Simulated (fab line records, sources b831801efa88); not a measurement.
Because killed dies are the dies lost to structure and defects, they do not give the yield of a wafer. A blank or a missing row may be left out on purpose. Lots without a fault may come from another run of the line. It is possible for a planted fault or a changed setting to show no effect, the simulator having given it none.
What tool caused it?    flow gf180mcu    24 lots, 72 wafers sampled, at 5 steps of a route of 602

== WHAT THE GAUGES READ, wafer by wafer ==
GF_V3_OVL_MEAS_15. Usual: for V3_OVL the level is -1 nm and the standard deviation is 5.8.
lot   measured      on          V3_OVL (nm)  flag
L074  day 22 13:52  overlay-01  -3 0 -6      
L075  day 23 00:55  overlay-01  -6 -2 5      
L076  day 23 04:34  overlay-01  3 6 7        
L077  day 23 18:54  overlay-01  -3 -9 6      
L078  day 24 02:12  overlay-01  0 0 1        
L079  day 24 02:14  overlay-01  5 12 2       
L080  day 24 14:31  overlay-01  -2 11 3      
L081  day 24 19:00  overlay-01  -7 0 -8      
L082  day 25 08:19  overlay-02  13 5 10      
L083  day 25 12:15  overlay-02  7 -2 6       
L084  day 25 18:49  overlay-02  2 -4 7       
L085  day 26 04:48  overlay-02  -3 -6 -9     
L086  day 26 15:02  overlay-02  -2 -2 4      
L087  day 26 20:52  overlay-01  4 -2 -4      
L088  day 27 02:19  overlay-02  -13 -5 4     
L089  day 27 06:43  overlay-01  -7 1 -4      
L090  day 27 17:52  overlay-01  -6 -3 -8     
L091  day 27 22:55  overlay-01  -4 -2 -6     
L092  day 28 09:13  overlay-02  -6 -7 -4     
L093  day 28 14:26  overlay-01  8 5 11       
L094  day 28 21:02  overlay-02  -1 -3 3      
L095  day 29 01:38  overlay-02  -2 8 -5      
L096  day 29 11:25  overlay-02  -5 -8 -6     
L097  day 29 20:50  overlay-02  -7 1 -3      

GF_V4_THK_MEAS_03. Usual: for V4_CVD_02_THK the level is 854 nm and the standard deviation is 12.
lot   measured      on             V4_CVD_02_THK (nm)  flag
L074  day 23 16:05  film_metro-01  850 855 861         
L075  day 24 01:41  film_metro-04  841 864 861         
L076  day 24 06:06  film_metro-01  857 860 870         
L077  day 24 19:44  film_metro-01  856 837 859         
L078  day 25 03:23  film_metro-03  827 856 855         
L079  day 25 03:38  film_metro-03  863 852 876         
L080  day 25 14:34  film_metro-03  859 879 867         
L081  day 25 19:22  film_metro-01  845 859 867         
L082  day 26 08:20  film_metro-04  852 874 870         
L083  day 26 12:04  film_metro-01  843 845 856         
L084  day 26 18:46  film_metro-04  856 877 867         
L085  day 27 04:18  film_metro-04  851 863 866         
L086  day 27 13:54  film_metro-04  863 864 852         
L087  day 27 19:14  film_metro-04  837 840 843         
L088  day 28 00:43  film_metro-01  870 866 867         
L089  day 28 05:04  film_metro-03  855 860 864         
L090  day 28 16:16  film_metro-04  854 876 855         
L091  day 28 20:56  film_metro-04  859 865 865         
L092  day 29 07:02  film_metro-04  849 843 860         
L093  day 29 12:06  film_metro-03  857 847 853         
L094  day 29 18:45  film_metro-01  833 834 850         
L095  day 29 23:04  film_metro-04  851 857 860         
L096  day 30 09:26  film_metro-01  826 844 848         
L097  day 30 17:27  film_metro-03  832 841 842         

GF_V4_THK_MEAS_25: measures by xrf. Usual: for V4_W_THK the level is 354 nm and the standard deviation is 5.1.
lot   measured      on             V4_W_THK (nm)  flag
L074  day 24 15:56  film_metro-03  347 347 352    
L075  day 25 01:37  film_metro-04  361 355 357    
L076  day 25 06:01  film_metro-01  360 359 358    
L077  day 25 19:00  film_metro-03  355 351 356    
L078  day 26 02:45  film_metro-03  348 350 351    
L079  day 26 02:44  film_metro-01  359 362 355    
L080  day 26 13:18  film_metro-03  342 347 346    
L081  day 26 17:36  film_metro-04  362 358 357    
L082  day 27 06:53  film_metro-01  344 351 352    
L083  day 27 09:52  film_metro-01  355 351 355    
L084  day 27 17:22  film_metro-04  358 354 357    
L085  day 28 01:50  film_metro-03  365 360 365    
L086  day 28 11:16  film_metro-04  362 360 365    
L087  day 28 16:50  film_metro-01  350 349 351    
L088  day 28 21:45  film_metro-04  358 356 351    
L089  day 29 02:01  film_metro-03  349 348 357    
L090  day 29 13:49  film_metro-03  349 346 345    
L091  day 29 17:46  film_metro-03  356 357 358    
L092  day 30 03:26  film_metro-01  354 351 352    
L093  day 30 08:35  film_metro-03  346 349 353    
L094  day 30 15:05  film_metro-04  354 358 356    
L095  day 30 18:34  film_metro-03  352 351 350    
L096  day 31 05:45  film_metro-04  352 350 357    
L097  day 31 12:48  film_metro-03  352 355 356    

== EACH LOT AND THE TOOL THAT RAN IT (in order: tool; ch and the chambers of the sampled wafers; start) ==
lot   GF_V3_SPUTTER_22              GF_V4_ETCH_16
L074  pvd_sputter-02, day 22 14:39  rie_diel-01 ch 1,2, day 24 14:56
L075  pvd_sputter-01, day 23 01:41  rie_diel-02 ch 0,3, day 25 00:37
L076  pvd_sputter-04, day 23 05:20  rie_diel-02 ch 1,3, day 25 04:35
L077  pvd_sputter-04, day 23 19:40  rie_diel-03 ch 0,2,3, day 25 18:00
L078  pvd_sputter-04, day 24 02:58  rie_diel-02 ch 0,2, day 26 01:40
L079  pvd_sputter-02, day 24 02:59  rie_diel-03 ch 0,2,3, day 26 01:44
L080  pvd_sputter-04, day 24 15:16  rie_diel-02 ch 0,1,2, day 26 12:10
L081  pvd_sputter-04, day 24 19:47  rie_diel-03 ch 1,2,3, day 26 16:30
L082  pvd_sputter-02, day 25 09:28  rie_diel-01 ch 1,2,3, day 27 05:52
L083  pvd_sputter-04, day 25 13:06  rie_diel-03 ch 0,1,3, day 27 08:52
L084  pvd_sputter-04, day 25 19:34  rie_diel-01 ch 1,2, day 27 16:21
L085  pvd_sputter-01, day 26 05:54  rie_diel-03 ch 1,2, day 28 00:49
L086  pvd_sputter-01, day 26 16:12  rie_diel-03 ch 0,3, day 28 10:14
L087  pvd_sputter-01, day 26 21:37  rie_diel-01 ch 0,1,2, day 28 15:50
L088  pvd_sputter-02, day 27 03:07  rie_diel-02 ch 0,1,3, day 28 20:43
L089  pvd_sputter-01, day 27 07:29  rie_diel-02 ch 0,1,2, day 29 00:59
L090  pvd_sputter-01, day 27 18:38  rie_diel-03 ch 1,2, day 29 12:23
L091  pvd_sputter-04, day 27 23:43  rie_diel-03 ch 0,1, day 29 16:40
L092  pvd_sputter-04, day 28 10:01  rie_diel-02 ch 1,2,3, day 30 02:26
L093  pvd_sputter-04, day 28 15:10  rie_diel-03 ch 0,3, day 30 07:28
L094  pvd_sputter-02, day 28 21:49  rie_diel-03 ch 2,3, day 30 14:04
L095  pvd_sputter-04, day 29 02:23  rie_diel-01 ch 0,1, day 30 17:26
L096  pvd_sputter-02, day 29 12:31  rie_diel-02 ch 0,2,3, day 31 04:43
L097  pvd_sputter-04, day 29 21:42  rie_diel-03 ch 0,1,3, day 31 11:48
- GF_V3_SPUTTER_22: material TiN, target thk 10 nm, time 40 s.
- GF_V4_ETCH_16: etches BARC in N2/H2.

== WHAT THE TOOLS THEMSELVES READ (means of the sampled wafers that have a number; where no wafer has one, the mark that the record gives instead) ==
GF_V3_SPUTTER_22. Usual: throttle_valve_pct at 30.2 %, with a standard deviation of 1.1.
lot   tool            throttle_valve_pct (%)  flag
L074  pvd_sputter-02  30.6                    
L075  pvd_sputter-01  31.7                    
L076  pvd_sputter-04  29.2                    
L077  pvd_sputter-04  30.2                    
L078  pvd_sputter-04  31.0                    
L079  pvd_sputter-02  30.6                    
L080  pvd_sputter-04  29.1                    
L081  pvd_sputter-04  29.5                    
L082  pvd_sputter-02  30.6                    
L083  pvd_sputter-04  29.0                    
L084  pvd_sputter-04  31.0                    
L085  pvd_sputter-01  31.9                    
L086  pvd_sputter-01  30.3                    
L087  pvd_sputter-01  30.8                    
L088  pvd_sputter-02  30.6                    
L089  pvd_sputter-01  30.8                    
L090  pvd_sputter-01  30.4                    
L091  pvd_sputter-04  30.0                    
L092  pvd_sputter-04  28.4                    
L093  pvd_sputter-04  30.1                    
L094  pvd_sputter-02  30.9                    
L095  pvd_sputter-04  29.0                    
L096  pvd_sputter-02  30.2                    
L097  pvd_sputter-04  31.0                    

GF_V4_ETCH_16. Usual: drypump_motor_current_A 5.5 A, standard deviation 0.49; h2_flow_sccm 200.1 sccm, standard deviation 0.64; oes_product_au 0.855 a.u., standard deviation 0.0045; throttle_valve_pct 13.225 %, standard deviation 0.0093.
lot   tool         drypump_motor_current_A (A)  h2_flow_sccm (sccm)  oes_product_au (a.u.)  throttle_valve_pct (%)  flag
L074  rie_diel-01  5.9                          200.0                0.859                  13.218                  
L075  rie_diel-02  5.3                          200.2                0.857                  13.232                  
L076  rie_diel-02  5.1                          199.8                0.851                  13.219                  
L077  rie_diel-03  5.4                          200.2                0.857                  13.233                  
L078  rie_diel-02  5.7                          199.9                0.858                  13.227                  
L079  rie_diel-03  5.3                          200.7                0.862                  13.220                  
L080  rie_diel-02  5.7                          199.8                0.859                  13.227                  
L081  rie_diel-03  5.2                          200.2                0.856                  13.222                  
L082  rie_diel-01  5.8                          199.8                0.858                  13.224                  
L083  rie_diel-03  5.7                          199.9                0.851                  13.232                  
L084  rie_diel-01  5.9                          199.8                0.858                  13.225                  
L085  rie_diel-03  5.2                          200.1                0.853                  13.235                  
L086  rie_diel-03  5.7                          200.2                0.856                  13.220                  
L087  rie_diel-01  5.5                          199.0                0.857                  13.232                  
L088  rie_diel-02  5.4                          200.3                0.852                  13.218                  
L089  rie_diel-02  5.8                          199.7                0.854                  13.229                  
L090  rie_diel-03  4.9                          199.8                0.854                  13.225                  
L091  rie_diel-03  5.6                          200.5                0.852                  13.223                  
L092  rie_diel-02  5.4                          200.2                0.852                  13.221                  
L093  rie_diel-03  5.9                          199.9                0.847                  13.230                  
L094  rie_diel-03  5.2                          200.9                0.854                  13.228                  
L095  rie_diel-01  5.1                          199.3                0.857                  13.233                  
L096  rie_diel-02  5.4                          199.6                0.857                  13.225                  
L097  rie_diel-03  5.7                          199.9                0.852                  13.223                  

== THE ANSWER, worked out from the rows above alone ==
Rule: a lot is off if the mean of its wafers that have a number lies more than 3 standard deviations from the usual mean. A lot without any number at a reading at which 4 lots or more have one is off too. The other lots that the step has rows for count as sound. After the gauges, taken in route order, come the tools' own readings; for these a lot's mean is taken, as printed above. At the first step where some lot is off, the reading lying furthest off is the one used; lots without a number count as furthest.
No lot is off at any reading shown: from this, nothing can be told.

== WHAT THE SIMULATOR PUT IN ==
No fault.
